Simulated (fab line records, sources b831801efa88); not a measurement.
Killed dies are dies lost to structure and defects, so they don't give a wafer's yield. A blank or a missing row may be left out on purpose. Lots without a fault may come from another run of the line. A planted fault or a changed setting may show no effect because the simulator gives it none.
One fault seen from 2 desks | flow sky130 | each desk has only its own numbers; what lay behind them comes last

THE METROLOGY DESK
What the gauges read, lot by lot, whatever tool the lot ran on: means of the sampled wafers that have a number. A lot is out of limits, marked OUT, if its mean lies more than 4 standard deviations from the usual mean; the brackets give that distance.
Columns: A = LOCAL_INTERCONNECT_TIN_RS at SKY_LOCAL_INTERCONNECT_RS_MEAS_01, usual 14.14 ohm/sq; B = LOCAL_INTERCONNECT_TIN_THK at SKY_LOCAL_INTERCONNECT_THK_MEAS_02, usual 100.6 nm; C = cd_nm at SKY_LOCAL_INTERCONNECT_CD_MEAS_11, usual 169.9 nm; D = LOCAL_INTERCONNECT_OVL at SKY_LOCAL_INTERCONNECT_OVL_MEAS_12, usual 0 nm
lot  | first seen here | A     | B     | C     | D
L190 | day 32 19:43    | 14.09 | 100.7 | 170.4 | 6
L189 | day 32 20:44    | 14.44 | 98.2  | 169.8 | -6
L196 | day 34 19:44    | 13.91 | 101.7 | 170.7 | 0
L199 | day 35 22:08    | 14.03 | 100.6 | 169.9 | 3
L200 | day 36 02:10    | 14.16 | 101.2 | 170.2 | -3
L201 | day 36 03:58    | 14.11 | 101.1 | 171.4 | 1
This desk's finding: nothing out of limits on any of the 6 lots.

THE TOOL OWNER'S DESK: rie_metal-02
The tool's own readings at SKY_LOCAL_INTERCONNECT_ETCH_13 (etches BARC in N2/H2, stops on SiO2, time 45.9 s, target depth 60 nm): means of the sampled wafers that have a number, for each lot that ran on this tool. A lot is out of limits, marked OUT, if its mean lies more than 4 standard deviations from the usual mean; the brackets give that distance.
Columns: A = drypump_motor_current_A at SKY_LOCAL_INTERCONNECT_ETCH_13, usual 5.64 A; B = h2_flow_sccm at SKY_LOCAL_INTERCONNECT_ETCH_13, usual 200.0 sccm; C = he_backside_leak_sccm at SKY_LOCAL_INTERCONNECT_ETCH_13, usual 3.21 sccm; D = oes_product_au at SKY_LOCAL_INTERCONNECT_ETCH_13, usual 0.855 a.u.; E = throttle_valve_pct at SKY_LOCAL_INTERCONNECT_ETCH_13, usual 13.224 %
lot  | first seen here | A    | B     | C    | D     | E
L190 | day 33 22:23    | 5.75 | 200.5 | 2.99 | 0.860 | 13.220
L189 | day 33 23:43    | 5.73 | 200.4 | 3.24 | 0.858 | 13.220
L199 | day 37 00:17    | 5.73 | 198.7 | 3.13 | 0.851 | 13.227
This desk's finding: nothing out of limits on any of the 3 lots.

PUT TOGETHER
The metrology desk saw nothing out of limits.
The tool owner's desk saw nothing out of limits.

WHAT THE SIMULATOR HAD PUT IN
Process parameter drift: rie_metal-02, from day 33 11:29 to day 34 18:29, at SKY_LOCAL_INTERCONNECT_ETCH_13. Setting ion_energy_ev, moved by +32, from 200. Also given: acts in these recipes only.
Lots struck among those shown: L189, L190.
